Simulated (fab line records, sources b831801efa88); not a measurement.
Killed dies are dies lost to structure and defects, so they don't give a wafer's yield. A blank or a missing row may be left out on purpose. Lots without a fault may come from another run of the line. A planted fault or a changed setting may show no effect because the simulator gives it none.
Problem report in the 8D (eight disciplines) form, filled by code | flow sky130 | the parts of the form that need people (team, actions taken, sign-off) are left out

1. THE PROBLEM
heater_power_total_W at SKY_POLY_CUT_DEHYDRATE_00 reads a mean of 162.90 W on 6 wafers of 2 lots; wafers without a fault read 160.35 W with a standard deviation of 0.13. That is +20 standard deviations from the usual mean.
The step: time 60 s.
First seen on wafer L508.2, day 27 14:43, on litho_track-04. The record holds 42 wafers of 14 lots with a number at this step. Rule for "out", or "out of limits": more than 4 standard deviations from the usual mean. The other wafers with a number count as sound.

2. WHAT IT IS AND WHAT IT IS NOT
question                    | is                                 | is not
which readings at this step | heater_power_total_W, plate_temp_C | -
which lots                  | L508, L512                         | L498, L499, L500, L505, L506, L513, L515, L516, L518, L519, L520, L521
which wafers of those lots  | all that have a number             | -
read on which tools         | litho_track-04                     | litho_track-01, litho_track-02
when                        | from day 27 14:43                  | up to then (15 sound wafers); but 21 sound wafers of L513, L515, L516, L518, L519, L520, L521 came after

3. SUSPECTS, AND WHAT RULES EACH OUT
Counting: a tool at a process step up to the reading stays a suspect if it ran every lot that is out and no sound lot after the first of them.
- litho_track-04 at SKY_POLY_CUT_DEHYDRATE_00 (time 60 s): ruled out as a lasting fault. Sound lots L520, L521 ran on it after its first lot that is out, L508 (day 27 14:43).
Left after counting: nothing in the record.

4. THE CAUSE (what the simulator had put in)
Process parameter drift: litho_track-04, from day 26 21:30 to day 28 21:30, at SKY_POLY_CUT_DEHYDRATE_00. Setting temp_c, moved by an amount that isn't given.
Counting ruled it out, wrongly.

5. THE CHAIN OF EFFECTS, in route order
Each row: a reading whose mean over the struck wafers that have a number lies more than 3 standard deviations from the usual. Only readings for which the record gives a usual standard deviation are gone through. hours: the time from each lot's start at the first step in this table that gives one to its start at this step, as a median over the lots. sigmas: the change in usual standard deviations.
hours | step                      | reading              | usual    | on struck wafers | change | sigmas
0     | SKY_POLY_CUT_DEHYDRATE_00 | heater_power_total_W | 160.35 W | 162.90           | +2.55  | +20
0     | SKY_POLY_CUT_DEHYDRATE_00 | plate_temp_C         | 199.97 C | 202.54           | +2.57  | +16
The process steps in it:
- SKY_POLY_CUT_DEHYDRATE_00: time 60 s.
Later measuring or inspecting steps at which every struck wafer that the step has a row for has a number for every such reading, and none has moved that far: SKY_POLY_CUT_OVL_MEAS_09, SKY_SD_P_OVL_MEAS_08.

6. WHAT WOULD HAVE CAUGHT IT SOONER
In this record the first reading out of limits was taken at day 27 14:43, 17 hours after the fault began at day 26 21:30.
